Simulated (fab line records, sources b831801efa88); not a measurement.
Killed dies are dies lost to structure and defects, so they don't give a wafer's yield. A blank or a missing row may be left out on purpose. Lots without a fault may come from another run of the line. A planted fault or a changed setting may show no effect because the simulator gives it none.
fab line records | flow sky130
record lots=14 wafers=41 last_day=49
route steps=708 shown VIA2@531 PAD_OPEN@708
lots that met no fault: from a run of the same line without faults
start_h: hours from the record's first day to the start of the lot's first wafer shown | wait_h: hours since the lot's step before | " the same as in the row above | L1.1+2: a row that stands for several wafers | - no value, or no start given | * or withheld: withheld | < > ~ a bound
route shown NAME@n: a module of which the file shows steps, and the number in the route of the first | usual: mean/standard deviation of fault-free wafers | same: alike in all rows | chamber/n: place in a boat | sites: the reading at each site | _std_site: their standard deviation | _edge_site: outer sites' mean less inner sites' | radius_mm: how far each site lies from the wafer's centre | mask NAME#n: copy n | behind: the tool/chamber that last shaped the wafer | hold: why the lot was held/for how many hours/how that ended | device: the transistor (n, p or np) that didn't switch | end of line: the same wafers' tests at the end of the route | a step without rows: its recipe alone | killed: dies lost to structure and defects at the first sort, not the wafer's yield | map: a wafer's dies, x killed, . not, _ none there
set.NAME: the setting as run; set.NAME@STEP: as run at that earlier step | model.NAME: the simulator's own value behind a step, which no gauge read
steps of the route over a sample of lots; a table a step, a row a wafer
services: from which hour (start_h, from the record's first day; less than 0 if before it) a tool's chamber was out of use, for how many hours, and why
## steps
# step SKY_VIA2_CMP_24
# recipe stop_on=SiO2 t_overpolish_s=20 down_force_psi=3.5 platen_rpm=60 target_thk_nm=0 pad_velocity_m_s=0.94248
# usual motor_current_A=11.2/0.75 overpolish_run_s=20.001/0.0084 platen_rpm=60.01/0.035 time_to_endpoint_s=102/4
# columns lot.wafer tool chamber start_h wait_h motor_current_A overpolish_run_s platen_rpm time_to_endpoint_s
L266.1 cmp-02 2 861.91 0.1 10.8 20.000 60.02 105
L266.4 " 1 " " 11.6 20.011 60.01 102
L266.5 " 3 " " 11.9 19.986 59.98 97
L265.2 cmp-02 3 870.89 0.0 11.9 19.999 59.99 101
L265.5 " 3 " " 12.3 20.002 60.00 101
L265.6 " 0 " " 11.7 19.996 60.03 104
L267.3 cmp-02 2 871.84 0.0 11.3 20.006 60.01 101
L267.1 " 1 " " 10.6 19.993 59.98 103
L267.5 " 3 " " 12.6 19.999 60.00 95
L268.4 cmp-01 3 880.26 0.0 11.2 19.999 59.98 104
L268.2 " 0 " " 10.1 19.989 60.04 108
L268.6 " 3 " " 11.4 19.985 60.03 101
L269.4 cmp-01 1 893.11 0.0 11.9 19.992 60.01 98
L269.2 " 0 " " 10.2 19.996 60.01 99
L269.6 " 2 " " 11.1 19.996 59.95 99
L271.4 cmp-01 0 913.82 0.6 9.7 19.999 60.02 101
L271.5 " 1 " " 12.5 20.014 60.04 100
L271.6 " 2 " " 10.7 19.984 60.03 103
L270.1 cmp-01 1 916.08 0.2 11.5 19.995 60.07 96
L270.5 " 1 " " 11.8 20.010 59.96 97
L270.6 " 2 " " 10.6 20.009 60.04 97
L272.2 cmp-02 2 922.30 0.1 10.8 20.000 59.95 105
L272.3 " 3 " " 12.7 19.998 60.01 97
L272.6 " 1 " " 10.0 20.008 60.00 95
L273.4 cmp-02 1 926.21 0.1 10.9 20.013 60.00 103
L273.3 " 2 " " 10.3 19.995 60.00 100
L273.5 " 1 " " 10.9 20.010 59.99 100
L274.1 cmp-02 2 929.79 0.1 11.3 19.999 59.97 99
L274.3 " 3 " " 11.9 19.998 59.98 97
L274.5 " 1 " " 10.9 20.027 59.99 98
L275.3 cmp-02 1 933.11 0.1 10.3 20.004 60.00 99
L275.2 " 3 " " 11.9 20.002 59.98 98
L275.5 " 1 " " 10.3 20.014 60.07 104
L276.2 cmp-02 3 945.47 0.1 12.2 19.991 59.96 95
L276.1 " 1 " " 10.7 20.001 60.01 96
L276.6 " 3 " " 12.6 20.006 60.01 99
L280.2 cmp-02 3 968.09 0.1 11.9 19.994 59.98 94
L280.6 " 2 " " 10.7 19.995 60.05 102
L281.3 cmp-02 0 984.39 0.0 12.4 20.010 60.01 100
L281.1 " 1 " " 10.1 19.996 60.04 99
L281.2 " 2 " " 11.2 20.002 60.01 107
# step SKY_PAD_OPEN_PROBE_99
# usual defect_limited_yield=82.5/2 killed_at_M0_to_M3=44/7 killed_at_M4_up=3.0/1.7 killed_at_contacts=24/5.2 killed_at_front_end=15/4.8 killed_at_other=0.2/0.56 killed_dies=86/9.7 killed_on_rim=17/4.1 killed_open=47/7.1 killed_short=39/6.3 sort_bin_3_pad_short=0.9/0.4 sort_bin_5_function=10.3/1.6 sort_bin_6_memory=6.3/1.2 sort_n_pass=406/9.7 sort_yield_pct=82.5/2
# same gross_dies=492 killed_at_back_side=0 sort_bin_4_leakage[%]=0 sort_bin_8_speed[%]=0
# columns lot.wafer tool chamber start_h wait_h defect_limited_yield[%] killed_at_M0_to_M3 killed_at_M4_up killed_at_contacts killed_at_front_end killed_at_other killed_dies killed_on_rim killed_open killed_short sort_bin_3_pad_short[%] sort_bin_5_function[%] sort_bin_6_memory[%] sort_n_pass sort_yield_pct[%]
L280.2 prober-01 - 1170.74 0.1 82.3 44 3 25 15 0 87 16 42 45 0.8 9.8 7.1 405 82.3
L280.6 prober-01 - 1170.94 0.2 48.8 227 2 15 8 0 252 46 34 26 2.6 31.5 17.1 240 48.8
L281.1 prober-02 - 1182.66 0.1 81.9 48 2 24 14 1 89 18 41 48 0.8 11.0 6.3 403 81.9
L281.2 prober-02 - 1182.71 0.1 46.5 230 2 19 12 0 263 40 37 28 2.6 33.5 17.3 229 46.5
L281.3 prober-02 - 1182.76 0.2 81.9 47 5 25 12 0 89 15 47 42 1.6 10.0 6.5 403 81.9
# killed by level:class
L280.2 VIA1:geometric_particle:open=11 CONTACT:geometric_particle:open=8 METAL1:geometric_particle:short=7 FIELD_ISO:geometric_particle:short=6 LI_CONTACT:geometric_particle:short=6 LI_CONTACT:geometric_particle:open=5 METAL2:geometric_particle:short=5 CONTACT:geometric_particle:short=4
L280.6 VIA2:unspecified=192 VIA1:geometric_particle:open=8 METAL2:geometric_particle:short=8 CONTACT:geometric_particle:open=6 METAL1:geometric_particle:short=5 LI_CONTACT:geometric_particle:open=4 VIA2:geometric_particle:open=4 METAL1:geometric_particle:open=3
L281.1 VIA1:geometric_particle:open=12 VIA2:geometric_particle:short=9 CONTACT:geometric_particle:open=8 VIA1:geometric_particle:short=8 LOCAL_INTERCONNECT:geometric_particle:short=5 FIELD_ISO:geometric_particle:open=4 POLY_GATE:geometric_particle:open=4 LI_CONTACT:geometric_particle:open=4
L281.2 VIA2:unspecified=198 CONTACT:geometric_particle:open=11 VIA3:geometric_particle:open=9 VIA1:geometric_particle:open=9 FIELD_ISO:geometric_particle:short=4 FIELD_ISO:geometric_particle:open=4 LOCAL_INTERCONNECT:geometric_particle:short=4 VIA1:geometric_particle:short=4
L281.3 VIA1:geometric_particle:open=11 CONTACT:geometric_particle:open=9 LI_CONTACT:geometric_particle:open=6 VIA2:geometric_particle:open=6 VIA1:geometric_particle:short=5 VIA3:geometric_particle:open=5 FIELD_ISO:geometric_particle:open=4 LOCAL_INTERCONNECT:geometric_particle:short=4
## services
# columns tool chamber start_h hours kind
cmp-02 - 912.00 4.0 pm
cmp-02 - 916.00 - consumable_replace:conditioner
cmp-02 - 916.00 - consumable_replace:pad
cmp-01 - 918.50 5.3 pm
cmp-01 - 926.55 3.8 repair
cmp-01 - 926.73 5.7 repair
## key
first_sign step=SKY_PAD_OPEN_PROBE_99 reading=killed_at_M0_to_M3 direction=up sigmas=26 usual=44 struck=228
effect step=SKY_PAD_OPEN_PROBE_99 reading=defect_limited_yield direction=down sigmas=18 usual=82.5 struck=47.7
met_at SKY_VIA2_CMP_24
struck_lots L280,L281
struck_wafers L280.6,L281.2
onset_between 929.79 968.09
fault kind=chamber_particle_source tool=cmp-02 chamber=2 onset_h=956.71 steps=SKY_VIA2_CMP_24 rate_per_visit_cm2=1.0432 end_h=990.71
